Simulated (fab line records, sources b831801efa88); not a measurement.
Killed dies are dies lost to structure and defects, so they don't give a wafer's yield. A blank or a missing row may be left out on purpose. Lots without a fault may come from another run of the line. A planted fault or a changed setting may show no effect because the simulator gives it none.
Which tool did it? | flow gf180mcu | 13 lots, 39 wafers sampled, at 5 steps of a route of 602

WHAT THE GAUGES READ, wafer by wafer
GF_POLY_GATE_THK_MEAS_01.
lot  | measured     | on            | POLY_GATE_CVD_00_THK (nm)
L211 | day 8 12:40  | film_metro-01 | 203.3 201.4 202.6
L212 | day 8 22:02  | film_metro-04 | 201.5 203.1 202.4
L213 | day 8 23:26  | film_metro-02 | 200.7 202.1 201.2
L214 | day 9 04:52  | film_metro-04 | 200.3 199.6 199.5
L217 | day 9 22:41  | film_metro-02 | 200.0 201.2 201.0
L218 | day 10 04:23 | film_metro-04 | 201.9 201.5 201.3
L219 | day 10 14:06 | film_metro-04 | 201.0 202.1 200.2
L220 | day 11 01:47 | film_metro-01 | 199.7 197.6 197.5
L222 | day 11 16:20 | film_metro-01 | 199.7 198.8 201.4
L228 | day 13 05:11 | film_metro-01 | 300.9 299.9 302.5
L230 | day 13 22:52 | film_metro-01 | 301.4 300.9 303.3
L232 | day 15 05:13 | film_metro-04 | 200.0 198.2 199.5
L233 | day 15 08:44 | film_metro-02 | 197.1 195.0 195.5

GF_HV_LDD_TW_MEAS_11.
lot  | measured     | on            | HV_LDD_TW
L211 | day 10 00:01 | film_metro-03 | 2455 2470 2458
L212 | day 10 11:11 | film_metro-03 | 2460 2467 2466
L213 | day 10 12:49 | film_metro-03 | 2453 2454 2474
L214 | day 10 20:08 | film_metro-02 | 2378 2374 2379
L217 | day 11 17:35 | film_metro-04 | 2432 2415 2418
L218 | day 11 23:22 | film_metro-02 | 2391 2392 2391
L219 | day 12 06:02 | film_metro-04 | 2416 2413 2410
L220 | day 12 17:07 | film_metro-02 | 2384 2378 2376
L222 | day 13 08:47 | film_metro-04 | 2401 2394 2403
L232 | day 17 03:58 | film_metro-03 | 2438 2443 2424
L233 | day 17 07:46 | film_metro-02 | 2371 2376 2371

WHICH TOOL RAN EACH LOT (tool, then ch and the chambers of the sampled wafers, then the start)
lot  | GF_POLY_GATE_CVD_00         | GF_POLY_GATE_ETCH_12               | GF_POLY_GATE_STRIP_14
L211 | lpcvd-02 ch 0, day 8 11:20  | rie_diel-01 ch 0,1,2, day 9 04:55  | plasma_asher-02 ch 0,1, day 9 05:01
L212 | lpcvd-01 ch 1, day 8 20:41  | rie_diel-01 ch 2,3, day 9 15:05    | plasma_asher-03 ch 0,1, day 9 15:13
L213 | lpcvd-01 ch 0, day 8 22:05  | rie_diel-02 ch 0,1,3, day 9 17:02  | plasma_asher-01 ch 0,1, day 9 17:08
L214 | lpcvd-01 ch 0, day 9 03:31  | rie_diel-04 ch 0,2, day 9 22:31    | plasma_asher-01 ch 0,1, day 9 22:39
L217 | lpcvd-02 ch 1, day 9 21:20  | rie_diel-01 ch 0,1,2, day 10 16:37 | plasma_asher-03 ch 0,1, day 10 16:43
L218 | lpcvd-01 ch 0, day 10 03:04 | rie_diel-04 ch 1,2,3, day 10 22:46 | plasma_asher-03 ch 0,1, day 10 22:52
L219 | lpcvd-02 ch 1, day 10 12:46 | rie_diel-04 ch 2,3, day 11 08:01   | plasma_asher-01 ch 0,1, day 11 08:07
L220 | lpcvd-01 ch 1, day 10 23:47 | rie_diel-04 ch 1,2,3, day 11 19:50 | plasma_asher-02 ch 1, day 11 19:56
L222 | lpcvd-02 ch 0, day 11 14:19 | rie_diel-02 ch 0,1,2, day 12 11:25 | plasma_asher-02 ch 0,1, day 12 11:33
L228 | lpcvd-02 ch 1, day 13 03:50 | rie_diel-04 ch 0,2,3, day 14 01:52 | plasma_asher-02 ch 0,1, day 14 01:58
L230 | lpcvd-02 ch 1, day 13 21:32 | rie_diel-01 ch 0,1,2, day 14 19:40 | plasma_asher-01 ch 0,1, day 14 19:46
L232 | lpcvd-01 ch 0, day 15 03:52 | rie_diel-04 ch 0,1,3, day 16 03:01 | plasma_asher-01 ch 0,1, day 16 03:07
L233 | lpcvd-01 ch 0, day 15 07:24 | rie_diel-01 ch 0,2,3, day 16 06:28 | plasma_asher-02 ch 0,1, day 16 06:34
- GF_POLY_GATE_CVD_00: deposits poly-Si, target thk 200 nm, time 1200 s.
- GF_POLY_GATE_ETCH_12: etches BARC in N2/H2.
- GF_POLY_GATE_STRIP_14: strips in O2/N2.

WHAT THE TOOLS THEMSELVES READ (means of the sampled wafers that have a number; where no wafer has one, the mark that the record gives instead)
GF_POLY_GATE_CVD_00.
lot  | tool     | spike_tc_top_C (C)
L211 | lpcvd-02 | 635
L212 | lpcvd-01 | 632
L213 | lpcvd-01 | 641
L214 | lpcvd-01 | 641
L217 | lpcvd-02 | 637
L218 | lpcvd-01 | 641
L219 | lpcvd-02 | 636
L220 | lpcvd-01 | 634
L222 | lpcvd-02 | 636
L228 | lpcvd-02 | 637
L230 | lpcvd-02 | 637
L232 | lpcvd-01 | 641
L233 | lpcvd-01 | 641

GF_POLY_GATE_ETCH_12.
lot  | tool        | bias_w (W) | drypump_motor_current_A (A) | oes_product_au (a.u.) | throttle_valve_pct (%)
L211 | rie_diel-01 | 99.90      | 5.4                         | 0.735                 | 13.210
L212 | rie_diel-01 | 99.98      | 6.3                         | 0.732                 | 13.223
L213 | rie_diel-02 | 100.16     | 5.7                         | 0.735                 | 13.213
L214 | rie_diel-04 | 100.09     | 5.9                         | 0.733                 | 13.207
L217 | rie_diel-01 | 100.18     | 5.4                         | 0.734                 | 13.215
L218 | rie_diel-04 | 100.08     | 5.8                         | 0.736                 | 13.216
L219 | rie_diel-04 | 99.96      | 5.9                         | 0.733                 | 13.208
L220 | rie_diel-04 | 100.01     | 5.8                         | 0.731                 | 13.217
L222 | rie_diel-02 | 99.96      | 5.9                         | 0.737                 | 13.210
L228 | rie_diel-04 | 100.18     | 5.8                         | 0.736                 | 13.211
L230 | rie_diel-01 | 100.13     | 5.4                         | 0.734                 | 13.210
L232 | rie_diel-04 | 100.19     | 5.6                         | 0.726                 | 13.214
L233 | rie_diel-01 | 100.14     | 6.0                         | 0.738                 | 13.211

GF_POLY_GATE_STRIP_14.
lot  | tool            | drypump_motor_current_A (A) | heater_power_w (W) | oes_product_au (a.u.)
L211 | plasma_asher-02 | 5.7                         | 362                | 0.498
L212 | plasma_asher-03 | 5.4                         | 336                | 0.501
L213 | plasma_asher-01 | 5.4                         | 319                | 0.502
L214 | plasma_asher-01 | 5.1                         | 323                | 0.501
L217 | plasma_asher-03 | 5.8                         | 335                | 0.497
L218 | plasma_asher-03 | 5.8                         | 336                | 0.501
L219 | plasma_asher-01 | 5.2                         | 329                | 0.502
L220 | plasma_asher-02 | 5.5                         | 371                | 0.497
L222 | plasma_asher-02 | 5.6                         | 372                | 0.500
L228 | plasma_asher-02 | 5.6                         | 368                | 0.497
L230 | plasma_asher-01 | 5.2                         | 331                | 0.503
L232 | plasma_asher-01 | 5.2                         | 327                | 0.498
L233 | plasma_asher-02 | 5.6                         | 368                | 0.501

THE ANSWER, worked out from the rows above alone
Rule: what is usual is taken from the lots themselves. Put in order of their means at a reading, lots are off if they are a third of the lots or fewer, leave a main group of 4 or more, and stand apart from it by a gap of 3 or more times the standard deviation of the main group's means; of several such gaps the widest counts. A main group whose means are all the same, to the digits that the tables above print for the reading, isn't used. A lot without any number at a reading at which 4 lots or more have one is off too. The other lots that the step has rows for count as sound. The gauges are gone through in route order, then the tools' own readings, and for those a lot's mean is taken as printed above. The first step at which some lot is off is used, and at that step the reading that is off furthest; a lot without a number counts as furthest.
Off: L228, L230, at GF_POLY_GATE_THK_MEAS_01 (POLY_GATE_CVD_00_THK). The main group: mean 200.2 nm, standard deviation 1.8.
A tool fits if, at a process step before that reading, it ran every lot that is off, and no sound lot after the first of them. The gauges at GF_POLY_GATE_THK_MEAS_01 are tried like those tools. Can't be told from this: 2 tools fit, lpcvd-02 at GF_POLY_GATE_CVD_00, film_metro-01 at GF_POLY_GATE_THK_MEAS_01.

WHAT THE SIMULATOR HAD PUT IN
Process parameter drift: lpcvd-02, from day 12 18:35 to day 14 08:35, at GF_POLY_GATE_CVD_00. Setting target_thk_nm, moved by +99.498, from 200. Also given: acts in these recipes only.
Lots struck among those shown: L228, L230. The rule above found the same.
